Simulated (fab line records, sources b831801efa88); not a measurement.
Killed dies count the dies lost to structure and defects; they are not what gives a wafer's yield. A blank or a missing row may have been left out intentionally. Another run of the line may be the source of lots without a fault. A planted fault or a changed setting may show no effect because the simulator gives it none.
The tool behind it: which one? || flow sky130 || Sampling: 11 lots, 33 wafers, 4 of 708 route steps

WHAT THE GAUGES READ, wafer by wafer
SKY_METAL1_THK_MEAS_06: measures by xrf.
{"lot": "L904", "measured": "day 32 12:02", "on": "film_metro-04", "METAL1_ALCU_THK (nm)": "252.2 245.0 247.1"}
{"lot": "L905", "measured": "day 32 19:07", "on": "film_metro-04", "METAL1_ALCU_THK (nm)": "248.9 250.3 249.6"}
{"lot": "L910", "measured": "day 34 11:28", "on": "film_metro-04", "METAL1_ALCU_THK (nm)": "248.7 248.2 248.8"}
{"lot": "L915", "measured": "day 36 06:32", "on": "film_metro-03", "METAL1_ALCU_THK (nm)": "251.0 249.7 254.1"}
{"lot": "L916", "measured": "day 36 08:46", "on": "film_metro-03", "METAL1_ALCU_THK (nm)": "252.3 252.9 255.4"}
{"lot": "L917", "measured": "day 36 22:55", "on": "film_metro-04", "METAL1_ALCU_THK (nm)": "250.8 251.1 250.4"}
{"lot": "L919", "measured": "day 37 06:35", "on": "film_metro-03", "METAL1_ALCU_THK (nm)": "248.9 249.7 251.9"}
{"lot": "L922", "measured": "day 38 10:47", "on": "film_metro-03", "METAL1_ALCU_THK (nm)": "258.3 250.0 256.2"}
{"lot": "L924", "measured": "day 38 16:12", "on": "film_metro-02", "METAL1_ALCU_THK (nm)": "246.6 250.5 254.9"}
{"lot": "L926", "measured": "day 39 09:22", "on": "film_metro-03", "METAL1_ALCU_THK (nm)": "255.5 252.2 251.4"}
{"lot": "L927", "measured": "day 39 17:49", "on": "film_metro-04", "METAL1_ALCU_THK (nm)": "248.9 254.6 248.4"}

SKY_VIA1_RS_MEAS_22: measures by four-point-probe.
{"lot": "L904", "measured": "day 34 21:46", "on": "film_metro-04", "VIA1_W_RS (ohm/sq)": "0.424 0.420 0.426"}
{"lot": "L905", "measured": "day 35 04:55", "on": "film_metro-01", "VIA1_W_RS (ohm/sq)": "0.418 0.423 0.419"}
{"lot": "L910", "measured": "day 36 19:28", "on": "film_metro-01", "VIA1_W_RS (ohm/sq)": "0.419 0.415 0.423"}
{"lot": "L915", "measured": "day 38 13:35", "on": "film_metro-04", "VIA1_W_RS (ohm/sq)": "0.406 0.399 0.404"}
{"lot": "L916", "measured": "day 38 15:49", "on": "film_metro-03", "VIA1_W_RS (ohm/sq)": "0.399 0.403 0.400"}
{"lot": "L917", "measured": "day 39 04:40", "on": "film_metro-03", "VIA1_W_RS (ohm/sq)": "0.423 0.425 0.429"}
{"lot": "L919", "measured": "day 39 13:56", "on": "film_metro-04", "VIA1_W_RS (ohm/sq)": "0.427 0.425 0.433"}
{"lot": "L922", "measured": "day 40 16:19", "on": "film_metro-04", "VIA1_W_RS (ohm/sq)": "0.423 0.419 0.420"}
{"lot": "L924", "measured": "day 40 20:31", "on": "film_metro-01", "VIA1_W_RS (ohm/sq)": "0.421 0.417 0.418"}
{"lot": "L926", "measured": "day 41 13:38", "on": "film_metro-01", "VIA1_W_RS (ohm/sq)": "0.432 0.432 0.424"}
{"lot": "L927", "measured": "day 41 21:49", "on": "film_metro-01", "VIA1_W_RS (ohm/sq)": "0.432 0.430 0.435"}

SKY_VIA1_THK_MEAS_23: measures by xrf.
{"lot": "L904", "measured": "day 34 21:53", "on": "film_metro-04", "VIA1_W_THK (nm)": "273 274 269"}
{"lot": "L905", "measured": "day 35 05:01", "on": "film_metro-01", "VIA1_W_THK (nm)": "279 276 279"}
{"lot": "L910", "measured": "day 36 19:34", "on": "film_metro-01", "VIA1_W_THK (nm)": "278 283 277"}
{"lot": "L915", "measured": "day 38 13:43", "on": "film_metro-04", "VIA1_W_THK (nm)": "286 290 288"}
{"lot": "L916", "measured": "day 38 15:56", "on": "film_metro-03", "VIA1_W_THK (nm)": "287 286 289"}
{"lot": "L917", "measured": "day 39 04:46", "on": "film_metro-03", "VIA1_W_THK (nm)": "276 274 272"}
{"lot": "L919", "measured": "day 39 14:03", "on": "film_metro-04", "VIA1_W_THK (nm)": "271 272 268"}
{"lot": "L922", "measured": "day 40 16:25", "on": "film_metro-04", "VIA1_W_THK (nm)": "274 275 278"}
{"lot": "L924", "measured": "day 40 20:38", "on": "film_metro-01", "VIA1_W_THK (nm)": "276 278 278"}
{"lot": "L926", "measured": "day 41 13:45", "on": "film_metro-01", "VIA1_W_THK (nm)": "273 272 276"}
{"lot": "L927", "measured": "day 41 21:56", "on": "film_metro-01", "VIA1_W_THK (nm)": "273 273 270"}

EACH LOT AND THE TOOL THAT RAN IT (in order: tool; ch and the chambers of the sampled wafers; start)
{"lot": "L904", "SKY_VIA1_CVD_21": "cvd_w-02 ch 0,1, day 34 21:40"}
{"lot": "L905", "SKY_VIA1_CVD_21": "cvd_w-02 ch 0,1, day 35 04:49"}
{"lot": "L910", "SKY_VIA1_CVD_21": "cvd_w-02 ch 0,1, day 36 19:21"}
{"lot": "L915", "SKY_VIA1_CVD_21": "cvd_w-02 ch 0,1, day 38 13:29"}
{"lot": "L916", "SKY_VIA1_CVD_21": "cvd_w-02 ch 0,1, day 38 15:43"}
{"lot": "L917", "SKY_VIA1_CVD_21": "cvd_w-01 ch 0,1, day 39 04:33"}
{"lot": "L919", "SKY_VIA1_CVD_21": "cvd_w-01 ch 0,1, day 39 13:49"}
{"lot": "L922", "SKY_VIA1_CVD_21": "cvd_w-01 ch 0,1, day 40 16:12"}
{"lot": "L924", "SKY_VIA1_CVD_21": "cvd_w-01 ch 0,1, day 40 20:25"}
{"lot": "L926", "SKY_VIA1_CVD_21": "cvd_w-01 ch 0,1, day 41 13:32"}
{"lot": "L927", "SKY_VIA1_CVD_21": "cvd_w-02 ch 0,1, day 41 21:43"}
- SKY_VIA1_CVD_21: deposits W, target thk 270 nm, time 80.902 s.

AS READ BY THE TOOLS THEMSELVES (means over the sampled wafers that have a number; for cases with no such wafer, the mark the record gives instead)
SKY_VIA1_CVD_21.
{"lot": "L904", "tool": "cvd_w-02", "chamber_pressure_Torr (Torr)": 40.00, "heater_power_w (W)": 878}
{"lot": "L905", "tool": "cvd_w-02", "chamber_pressure_Torr (Torr)": 40.00, "heater_power_w (W)": 838}
{"lot": "L910", "tool": "cvd_w-02", "chamber_pressure_Torr (Torr)": 39.94, "heater_power_w (W)": 840}
{"lot": "L915", "tool": "cvd_w-02", "chamber_pressure_Torr (Torr)": 43.94, "heater_power_w (W)": 857}
{"lot": "L916", "tool": "cvd_w-02", "chamber_pressure_Torr (Torr)": 43.85, "heater_power_w (W)": 852}
{"lot": "L917", "tool": "cvd_w-01", "chamber_pressure_Torr (Torr)": 39.82, "heater_power_w (W)": 849}
{"lot": "L919", "tool": "cvd_w-01", "chamber_pressure_Torr (Torr)": 40.02, "heater_power_w (W)": 857}
{"lot": "L922", "tool": "cvd_w-01", "chamber_pressure_Torr (Torr)": 40.09, "heater_power_w (W)": 946}
{"lot": "L924", "tool": "cvd_w-01", "chamber_pressure_Torr (Torr)": 40.00, "heater_power_w (W)": 935}
{"lot": "L926", "tool": "cvd_w-01", "chamber_pressure_Torr (Torr)": 39.92, "heater_power_w (W)": 931}
{"lot": "L927", "tool": "cvd_w-02", "chamber_pressure_Torr (Torr)": 39.99, "heater_power_w (W)": 818}

THE ANSWER, worked out from the rows above alone
Rule: what is usual is taken from the lots themselves. Put in order of their means at a reading, lots are off if they are a third of the lots or fewer, leave a main group of 4 or more, and stand apart from it by a gap of 3 or more times the standard deviation of the main group's means; of several such gaps the widest counts. Not used: any main group whose means are identical at the precision the tables above print for the reading. A lot without any number at a reading at which 4 lots or more have one is off too. All remaining lots with rows at the step are treated as sound. After the gauges, taken in route order, come the tools' own readings; for these a lot's mean is taken, as printed above. At the first step where some lot is off, the reading lying furthest off is the one used; lots without a number count as furthest.
Off: L915, L916, seen at SKY_VIA1_RS_MEAS_22 (VIA1_W_RS). The main group: mean 0.424 ohm/sq, standard deviation 0.0047.
A tool fits if, at a process step before that reading, it ran every lot that is off, and no sound lot after the first of them. Not tried: the gauges at SKY_VIA1_RS_MEAS_22; whatever is off there is also off at SKY_VIA1_CVD_21, on other tools, and gauge error can't account for it. No candidate that was tried fits.

WHAT THE SIMULATOR PUT IN
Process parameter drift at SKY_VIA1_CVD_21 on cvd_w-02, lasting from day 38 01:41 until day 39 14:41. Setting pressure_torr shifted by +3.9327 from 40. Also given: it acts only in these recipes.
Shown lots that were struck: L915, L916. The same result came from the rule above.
